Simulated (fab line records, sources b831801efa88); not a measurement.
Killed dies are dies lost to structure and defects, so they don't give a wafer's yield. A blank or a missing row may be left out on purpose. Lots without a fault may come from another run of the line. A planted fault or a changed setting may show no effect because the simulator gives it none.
fab line records | flow sky130
record lots=13 wafers=39 last_day=50
route steps=708 shown DNWELL@44 PWDE@52 NWELL@63 SONOS_ONO@168
lots that met no fault: from a run of the same line without faults
start_h: hours from the record's first day to the start of the lot's first wafer shown | wait_h: hours since the lot's step before | " the same as in the row above | L1.1+2: a row that stands for several wafers | - no value, or no start given | * or withheld: withheld | < > ~ a bound
route shown NAME@n: a module of which the file shows steps, and the number in the route of the first | usual: mean/standard deviation of fault-free wafers | same: alike in all rows | chamber/n: place in a boat | sites: the reading at each site | _std_site: their standard deviation | _edge_site: outer sites' mean less inner sites' | radius_mm: how far each site lies from the wafer's centre | mask NAME#n: copy n | behind: the tool/chamber that last shaped the wafer | hold: why the lot was held/for how many hours/how that ended | device: the transistor (n, p or np) that didn't switch | end of line: the same wafers' tests at the end of the route | a step without rows: its recipe alone | killed: dies lost to structure and defects at the first sort, not the wafer's yield | map: a wafer's dies, x killed, . not, _ none there
set.NAME: the setting as run; set.NAME@STEP: as run at that earlier step | model.NAME: the simulator's own value behind a step, which no gauge read
steps of the route over a sample of lots; a table a step, a row a wafer
services: from which hour (start_h, from the record's first day; less than 0 if before it) a tool's chamber was out of use, for how many hours, and why
## steps
# step SKY_DNWELL_TW_MEAS_09
# usual DNWELL_TW=1116/6.5
# columns lot.wafer tool chamber start_h wait_h DNWELL_TW
L573.3 film_metro-04 - 70.29 0.1 1104
L573.4 " - " " 1105
L573.6 " - " " 1107
L574.1 film_metro-03 - 73.46 0.1 1113
L574.2 " - " " 1110
L574.3 " - " " 1113
L575.1 film_metro-03 - 80.72 0.1 1114
L575.2 " - " " 1120
L575.5 " - " " 1121
L577.1 film_metro-03 - 103.41 0.1 1116
L577.3 " - " " 1115
L577.6 " - " " 1119
L578.2 film_metro-02 - 103.79 0.1 1113
L578.3 " - " " 1113
L578.6 " - " " 1115
L580.1 film_metro-04 - 109.73 0.1 1127
L580.4 " - " " 1123
L580.6 " - " " 1120
L585.2 film_metro-02 - 142.17 0.1 1118
L585.5 " - " " 1116
L585.6 " - " " 1114
L586.2 film_metro-04 - 144.39 0.1 1117
L586.3 " - " " 1120
L586.5 " - " " 1123
L588.2 film_metro-03 - 148.17 0.1 1114
L588.4 " - " " 1112
L588.5 " - " " 1107
L589.1 film_metro-04 - 152.86 0.1 1120
L589.2 " - " " 1116
L589.4 " - " " 1115
L590.1 film_metro-03 - 161.61 0.1 1113
L590.2 " - " " 1115
L590.6 " - " " 1118
L592.1 film_metro-03 - 172.91 0.1 1136
L592.2 " - " " 1139
L592.5 " - " " 1131
L593.1 film_metro-04 - 176.96 0.1 1115
L593.5 " - " " 1115
L593.6 " - " " 1120
# step SKY_PWDE_OVL_MEAS_07
# usual PWDE_OVL=-1.2/1.5
# columns lot.wafer tool chamber start_h wait_h PWDE_OVL[nm]
L573.3 overlay-01 - 84.58 - 1.6
L573.4 " - " " 2.3
L573.6 " - " " 0.8
L574.1 overlay-01 - 88.47 - -0.9
L574.2 " - " " -2.0
L574.3 " - " " -0.3
L575.1 overlay-02 - 94.77 - -1.6
L575.2 " - " " -1.0
L575.5 " - " " -3.3
L577.1 overlay-01 - 120.87 - 0.3
L577.3 " - " " 0.7
L577.6 " - " " -1.5
L578.2 overlay-01 - 121.37 - -2.0
L578.3 " - " " 0.7
L578.6 " - " " -0.1
L580.1 overlay-01 - 127.62 - -1.4
L580.4 " - " " -0.2
L580.6 " - " " -0.9
L585.2 overlay-02 - 162.33 - -2.1
L585.5 " - " " -1.6
L585.6 " - " " -2.7
L586.2 overlay-01 - 164.57 - -1.5
L586.3 " - " " -1.0
L586.5 " - " " -1.9
L588.2 overlay-02 - 167.77 - -4.9
L588.4 " - " " -5.6
L588.5 " - " " -3.9
L589.1 overlay-02 - 173.17 - -0.1
L589.2 " - " " -3.0
L589.4 " - " " -1.0
L590.1 overlay-01 - 181.52 - 0.2
L590.2 " - " " -2.5
L590.6 " - " " -2.0
L592.1 overlay-02 - 193.52 - -3.6
L592.2 " - " " -1.8
L592.5 " - " " -2.2
L593.1 overlay-02 - 198.22 - 0.0
L593.5 " - " " 0.3
L593.6 " - " " -1.6
# step SKY_NWELL_OVL_MEAS_10
# usual NWELL_00_OVL=-1.1/1.4
# columns lot.wafer tool chamber start_h wait_h NWELL_00_OVL[nm]
L573.3 overlay-01 - 100.59 - -1.5
L573.4 " - " " -3.4
L573.6 " - " " 0.1
L574.1 overlay-02 - 104.88 - -2.5
L574.2 " - " " -1.8
L574.3 " - " " -1.4
L575.1 overlay-02 - 113.13 - 0.4
L575.2 " - " " -3.3
L575.5 " - " " -3.0
L577.1 overlay-01 - 139.51 - 0.2
L577.3 " - " " 1.3
L577.6 " - " " 0.7
L578.2 overlay-02 - 139.68 - -2.5
L578.3 " - " " -2.2
L578.6 " - " " -2.1
L580.1 overlay-01 - 146.61 - -0.6
L580.4 " - " " -1.2
L580.6 " - " " -2.0
L585.2 overlay-01 - 182.79 - -3.0
L585.5 " - " " -1.9
L585.6 " - " " -1.0
L586.2 overlay-02 - 185.69 - -2.1
L586.3 " - " " -2.3
L586.5 " - " " -3.0
L588.2 overlay-02 - 188.98 - -2.5
L588.4 " - " " -1.9
L588.5 " - " " -3.5
L589.1 overlay-02 - 194.31 - -3.6
L589.2 " - " " -1.4
L589.4 " - " " -3.0
L590.1 overlay-01 - 202.56 - 0.9
L590.2 " - " " 0.6
L590.6 " - " " 1.3
L592.1 overlay-01 - 215.63 - 0.5
L592.2 " - " " 0.8
L592.5 " - " " -0.3
L593.1 overlay-01 - 221.06 - 1.7
L593.5 " - " " -1.1
L593.6 " - " " 0.5
# step SKY_SONOS_ONO_OXIDATION_00
# recipe temp_c=800 ambient=O2 idle_temp_c=700 ramp_up_c_per_min=10 ramp_down_c_per_min=3 stabilise_s=600 purge_s=300 target_thk_a=26 ox_time_s=1249
# usual spike_tc_bottom_C=818.9/2.1 spike_tc_top_C=810.6/1.1
# columns lot.wafer tool chamber start_h wait_h spike_tc_bottom_C spike_tc_top_C
L573.3 furnace-02 0 270.26 1.3 819.8 808.8
L573.4 " 0 " " 818.6 809.5
L573.6 " 0 " " 821.4 810.5
L574.1 furnace-02 0 277.17 0.0 822.4 810.3
L574.2 " 0 " " 820.8 810.6
L574.3 " 0 " " 820.7 810.6
L575.1 furnace-02 0 281.87 0.0 820.3 811.2
L575.2 " 0 " " 820.0 810.5
L575.5 " 0 " " 820.9 811.8
L577.1 furnace-01 0 309.24 0.3 816.4 810.1
L577.3 " 0 " " 815.9 813.0
L577.6 " 0 " " 815.9 809.8
L578.2 furnace-01 0 310.59 1.1 817.7 808.2
L578.3 " 0 " " 814.2 809.7
L578.6 " 0 " " 817.1 810.3
L580.1 furnace-02 0 321.90 2.5 820.0 810.5
L580.4 " 0 " " 820.2 812.2
L580.6 " 0 " " 819.2 812.5
L585.2 furnace-01 0 368.26 0.7 814.5 808.6
L585.5 " 0 " " 818.9 811.5
L585.6 " 0 " " 814.6 810.5
L586.2 furnace-01 0 371.63 0.6 817.4 809.8
L586.3 " 0 " " 817.8 809.7
L586.5 " 0 " " 814.6 810.6
L588.2 furnace-02 0 374.61 0.0 821.2 809.5
L588.4 " 0 " " 820.4 809.7
L588.5 " 0 " " 821.2 811.2
L589.1 furnace-02 0 383.36 0.1 821.4 810.4
L589.2 " 0 " " 820.0 811.2
L589.4 " 0 " " 821.0 811.0
L590.1 furnace-02 0 389.46 0.0 820.8 809.3
L590.2 " 0 " " 819.6 810.4
L590.6 " 0 " " 818.8 808.6
L592.1 furnace-02 0 407.19 0.0 821.2 811.2
L592.2 " 0 " " 818.7 811.1
L592.5 " 0 " " 821.4 811.4
L593.1 furnace-02 0 418.72 0.0 820.7 810.4
L593.5 " 0 " " 819.8 810.1
L593.6 " 0 " " 818.9 811.8
# step SKY_SONOS_ONO_THK_MEAS_01
# recipe reads=SiO2_of_SONOS_ONO_OXIDATION_00
# usual SONOS_ONO_OXIDATION_THK=2.61/0.052
# columns lot.wafer tool chamber start_h wait_h SONOS_ONO_OXIDATION_THK[nm]
L573.3 film_metro-03 - 271.63 0.0 2.55
L573.4 " - " " 2.50
L573.6 " - " " 2.55
L574.1 film_metro-03 - 278.52 0.0 2.60
L574.2 " - " " 2.61
L574.3 " - " " 2.58
L575.1 film_metro-04 - 283.22 0.0 2.62
L575.2 " - " " 2.52
L575.5 " - " " 2.55
L577.1 film_metro-04 - 310.59 0.0 2.64
L577.3 " - " " 2.64
L577.6 " - " " 2.64
L578.2 film_metro-04 - 311.97 0.0 2.67
L578.3 " - " " 2.73
L578.6 " - " " 2.67
L580.1 film_metro-03 - 323.25 0.0 2.63
L580.4 " - " " 2.56
L580.6 " - " " 2.66
L585.2 film_metro-01 - 369.62 0.0 3.48
L585.5 " - " " 3.47
L585.6 " - " " 3.35
L586.2 film_metro-03 - 372.99 0.0 3.44
L586.3 " - " " 3.39
L586.5 " - " " 3.42
L588.2 film_metro-01 - 375.97 0.0 2.58
L588.4 " - " " 2.67
L588.5 " - " " 2.63
L589.1 film_metro-03 - 384.71 0.0 2.69
L589.2 " - " " 2.64
L589.4 " - " " 2.71
L590.1 film_metro-01 - 390.80 0.0 2.62
L590.2 " - " " 2.62
L590.6 " - " " 2.68
L592.1 film_metro-01 - 408.53 0.0 2.68
L592.2 " - " " 2.70
L592.5 " - " " 2.66
L593.1 film_metro-01 - 420.06 0.0 2.68
L593.5 " - " " 2.64
L593.6 " - " " 2.73
## services
# columns tool chamber start_h hours kind
furnace-01 - 269.35 3.2 pm
furnace-02 - 308.29 4.1 pm
furnace-01 - 372.98 2.7 pm
## key
first_sign step=SKY_SONOS_ONO_THK_MEAS_01 reading=SONOS_ONO_OXIDATION_THK direction=up sigmas=16 usual=2.61 struck=3.42
effect none on later readings
met_at SKY_SONOS_ONO_OXIDATION_00
struck_lots L585,L586
tester_left_out L585,L586
not_acting_at SKY_DNWELL_TW_MEAS_09,SKY_PWDE_OVL_MEAS_07,SKY_NWELL_OVL_MEAS_10
onset_between 310.59 368.26
fault kind=process_parameter_drift tool=furnace-01 chamber=- onset_h=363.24 steps=SKY_SONOS_ONO_OXIDATION_00 channel=ox_time_s offset=* shape=step end_h=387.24 acts_in=* stated=*
# tester_left_out: of these lots the tester's yield and bins aren't shown, on N5 and GAA mostly nor the transistor test; their killed dies are dies lost to structure and defects alone, not to doping, threshold or leakage, so they don't give the yield
